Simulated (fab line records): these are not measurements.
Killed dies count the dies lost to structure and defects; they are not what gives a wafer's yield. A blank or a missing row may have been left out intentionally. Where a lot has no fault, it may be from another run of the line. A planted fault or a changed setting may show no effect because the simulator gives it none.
8D (eight disciplines) problem report, filled in by code ; flow sky130 ; the parts of the form that need people (team, actions taken, sign-off) are left out

## 1. THE PROBLEM
Across 6 wafers from 2 lots, LDD_HVN_OVL at SKY_LDD_HVN_OVL_MEAS_07 averages 155.9 nm, while fault-free wafers read -0.5 nm with a standard deviation of 1.3. That is +99 or more standard deviations from the usual mean.
First seen on wafer L201.1, day 25 05:19, on overlay-01. Wafers with a number at this step in the record: 39, from 13 lots. Rule for "out", or "out of limits": more than 4 standard deviations from the usual mean. All remaining wafers that have a number are taken as sound.

## 2. WHAT THIS IS AND IS NOT
question;is;is not
which readings at this step;LDD_HVN_OVL;-
which lots;L201, L203;L189, L190, L191, L192, L193, L194, L195, L204, L206, L209, L211
which wafers of those lots;all that have a number;-
read on which gauges;overlay-01, overlay-02;-
when;from day 25 05:19;"up to then (21 sound wafers); but 12 sound wafers of L204, L206, L209, L211 came after"

## 3. THE SUSPECTS, EACH WITH WHAT RULES IT OUT
Counting: any tool at a process step up to the reading is kept as a suspect provided that every lot that is out went through it and no sound lot did after the first of them.
- ruled out: the gauge at SKY_LDD_HVN_OVL_MEAS_07. 2 gauges (overlay-01, overlay-02) read the wafers that are out.
- ilineStepper-02 at SKY_LDD_HVN_EXPOSE_04 (exposes mask HVNTM, target cd 700 nm): kept. All lots that are out passed through it, beginning with L201 at day 24 14:55, and no sound lot followed; its final sound lot before that point was L192 at day 21 00:09.
Left after counting: ilineStepper-02 at SKY_LDD_HVN_EXPOSE_04.

## 4. THE CAUSE (what the simulator had put in)
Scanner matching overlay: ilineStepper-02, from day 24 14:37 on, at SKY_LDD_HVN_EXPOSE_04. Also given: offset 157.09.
Only this tool survived the counting.

## 5. SEQUENCE OF EFFECTS, ordered by route
Rows list readings where the struck wafers' mean (over those with a number) sits beyond 3 standard deviations from the usual. Scope: only readings with a usual standard deviation given in the record; hours: median across lots of the time from each lot's start at the first step in this table that gives one to its start at this step; sigmas: change in usual standard deviations.
hours;step;reading;usual;on struck wafers;change;sigmas
0;SKY_LDD_HVN_OVL_MEAS_07;LDD_HVN_OVL;-0.5 nm;155.9;+156.4;+99 or more
Later steps that measure or inspect, where all struck wafers having a row at the step show a number for every such reading and not one has moved that far: SKY_LDD_HVP_TW_MEAS_10.

## 6. HOW IT WOULD HAVE BEEN CAUGHT EARLIER
In this record the first reading out of limits at a measuring or inspecting step was taken at day 25 05:19, 15 hours after the fault began at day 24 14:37.
L203, from the lots that are out (2), started SKY_LDD_HVN_EXPOSE_04 on ilineStepper-02 later than day 25 05:19. Putting the tool on hold at that point would have spared it.
